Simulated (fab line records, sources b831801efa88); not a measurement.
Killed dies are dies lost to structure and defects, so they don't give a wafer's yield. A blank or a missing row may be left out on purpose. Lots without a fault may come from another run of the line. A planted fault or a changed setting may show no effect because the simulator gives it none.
Which tool did it? | flow gf180mcu | 14 lots, 42 wafers sampled, at 4 steps of a route of 602

WHAT THE GAUGES READ, wafer by wafer
GF_TOP_METAL_OVL_MEAS_15.
lot  | measured     | on         | TOP_METAL_OVL (nm)
L604 | day 28 04:17 | overlay-02 | 2.3 -0.2 -2.0
L605 | day 28 10:22 | overlay-01 | 1.6 -0.3 0.4
L606 | day 28 16:47 | overlay-02 | -1.2 -2.3 -3.2
L608 | day 29 10:39 | overlay-01 | -0.3 -2.4 -1.1
L609 | day 29 22:13 | overlay-02 | 2.1 1.9 1.8
L610 | day 30 05:10 | overlay-02 | -1.7 -0.3 -0.9
L612 | day 30 14:27 | overlay-02 | -2.2 -3.2 -2.7
L613 | day 30 23:34 | overlay-02 | 0.1 -0.5 0.5
L618 | day 32 08:04 | overlay-02 | -1.3 -0.5 -2.1
L622 | day 33 04:04 | overlay-02 | -2.8 -0.4 -0.8
L623 | day 33 11:51 | overlay-01 | -1.7 -2.8 -2.4
L624 | day 33 17:20 | overlay-01 | -2.9 -2.4 -1.8
L625 | day 33 22:18 | overlay-02 | -1.3 -2.5 -0.7
L626 | day 34 01:54 | overlay-02 | -0.7 -1.4 -2.9

WHICH TOOL RAN EACH LOT (tool, then ch and the chambers of the sampled wafers, then the start)
lot  | GF_STI_CLEAN_16                | GF_MIM_SPUTTER_01            | GF_TOP_METAL_SPUTTER_00
L604 | wet_bench-01 ch 1, day 2 01:32 | pvd_sputter-04, day 24 13:04 | pvd_sputter-01, day 27 08:14
L605 | wet_bench-01 ch 2, day 2 07:16 | pvd_sputter-04, day 24 20:03 | pvd_sputter-01, day 27 13:47
L606 | wet_bench-01 ch 0, day 2 11:20 | pvd_sputter-03, day 25 03:38 | pvd_sputter-01, day 27 21:11
L608 | wet_bench-02 ch 2, day 2 22:40 | pvd_sputter-04, day 25 23:49 | pvd_sputter-03, day 28 16:04
L609 | wet_bench-01 ch 2, day 3 02:38 | pvd_sputter-03, day 26 11:26 | pvd_sputter-01, day 29 02:54
L610 | wet_bench-01 ch 2, day 3 08:32 | pvd_sputter-02, day 26 19:39 | pvd_sputter-03, day 29 10:23
L612 | wet_bench-01 ch 0, day 3 17:47 | pvd_sputter-03, day 27 05:56 | pvd_sputter-01, day 29 19:32
L613 | wet_bench-01 ch 2, day 4 01:46 | pvd_sputter-02, day 27 17:05 | pvd_sputter-04, day 30 05:10
L618 | wet_bench-04 ch 3, day 5 01:56 | pvd_sputter-04, day 29 03:53 | pvd_sputter-04, day 31 14:41
L622 | wet_bench-04 ch 1, day 5 23:01 | pvd_sputter-03, day 30 03:32 | pvd_sputter-03, day 32 11:52
L623 | wet_bench-04 ch 2, day 6 06:35 | pvd_sputter-04, day 30 13:02 | pvd_sputter-01, day 32 20:26
L624 | wet_bench-02 ch 0, day 6 08:29 | pvd_sputter-03, day 30 18:29 | pvd_sputter-01, day 33 01:28
L625 | wet_bench-01 ch 3, day 6 13:50 | pvd_sputter-04, day 30 23:46 | pvd_sputter-03, day 33 06:20
L626 | wet_bench-04 ch 0, day 6 19:23 | pvd_sputter-03, day 31 04:42 | pvd_sputter-01, day 33 10:15
- GF_STI_CLEAN_16: cleans in dHF, time 25 s.
- GF_MIM_SPUTTER_01: material TiN, target thk 30 nm, time 25 s.
- GF_TOP_METAL_SPUTTER_00: material Ti, target thk 37.5 nm, time 155.9 s.

WHAT THE TOOLS THEMSELVES READ (means of the sampled wafers that have a number; where no wafer has one, the mark that the record gives instead)
GF_MIM_SPUTTER_01.
lot  | tool           | chamber_pressure_pa (Pa) | throttle_valve_pct (%)
L604 | pvd_sputter-04 | 0.4003                   | 30.0
L605 | pvd_sputter-04 | 0.4008                   | 29.6
L606 | pvd_sputter-03 | 0.3997                   | 29.8
L608 | pvd_sputter-04 | 0.3994                   | 29.2
L609 | pvd_sputter-03 | 0.3997                   | 30.4
L610 | pvd_sputter-02 | 0.3996                   | 31.2
L612 | pvd_sputter-03 | 0.3994                   | 30.6
L613 | pvd_sputter-02 | 0.4011                   | 31.1
L618 | pvd_sputter-04 | 0.4004                   | 30.4
L622 | pvd_sputter-03 | 0.4000                   | 30.0
L623 | pvd_sputter-04 | 0.4006                   | 30.3
L624 | pvd_sputter-03 | 0.4002                   | 29.9
L625 | pvd_sputter-04 | 0.4017                   | 29.5
L626 | pvd_sputter-03 | 0.3996                   | 30.5

GF_TOP_METAL_SPUTTER_00.
lot  | tool           | chamber_pressure_pa (Pa) | throttle_valve_pct (%)
L604 | pvd_sputter-01 | 2.000                    | 30.0
L605 | pvd_sputter-01 | 2.000                    | 29.7
L606 | pvd_sputter-01 | 1.999                    | 29.3
L608 | pvd_sputter-03 | 2.002                    | 29.3
L609 | pvd_sputter-01 | 1.995                    | 29.2
L610 | pvd_sputter-03 | 2.002                    | 30.5
L612 | pvd_sputter-01 | 2.001                    | 30.1
L613 | pvd_sputter-04 | 1.998                    | 28.0
L618 | pvd_sputter-04 | 1.999                    | 30.4
L622 | pvd_sputter-03 | 2.005                    | 30.1
L623 | pvd_sputter-01 | 1.996                    | 29.4
L624 | pvd_sputter-01 | 1.999                    | 29.7
L625 | pvd_sputter-03 | 2.000                    | 29.8
L626 | pvd_sputter-01 | 2.002                    | 29.9

THE ANSWER, worked out from the rows above alone
Rule: what is usual is taken from the lots themselves. Put in order of their means at a reading, lots are off if they are a third of the lots or fewer, leave a main group of 4 or more, and stand apart from it by a gap of 3 or more times the standard deviation of the main group's means; of several such gaps the widest counts. A main group whose means are all the same, to the digits that the tables above print for the reading, isn't used. A lot without any number at a reading at which 4 lots or more have one is off too. The other lots that the step has rows for count as sound. The gauges are gone through in route order, then the tools' own readings, and for those a lot's mean is taken as printed above. The first step at which some lot is off is used, and at that step the reading that is off furthest; a lot without a number counts as furthest.
No lot is off at any reading shown: from this, nothing can be told.

WHAT THE SIMULATOR HAD PUT IN
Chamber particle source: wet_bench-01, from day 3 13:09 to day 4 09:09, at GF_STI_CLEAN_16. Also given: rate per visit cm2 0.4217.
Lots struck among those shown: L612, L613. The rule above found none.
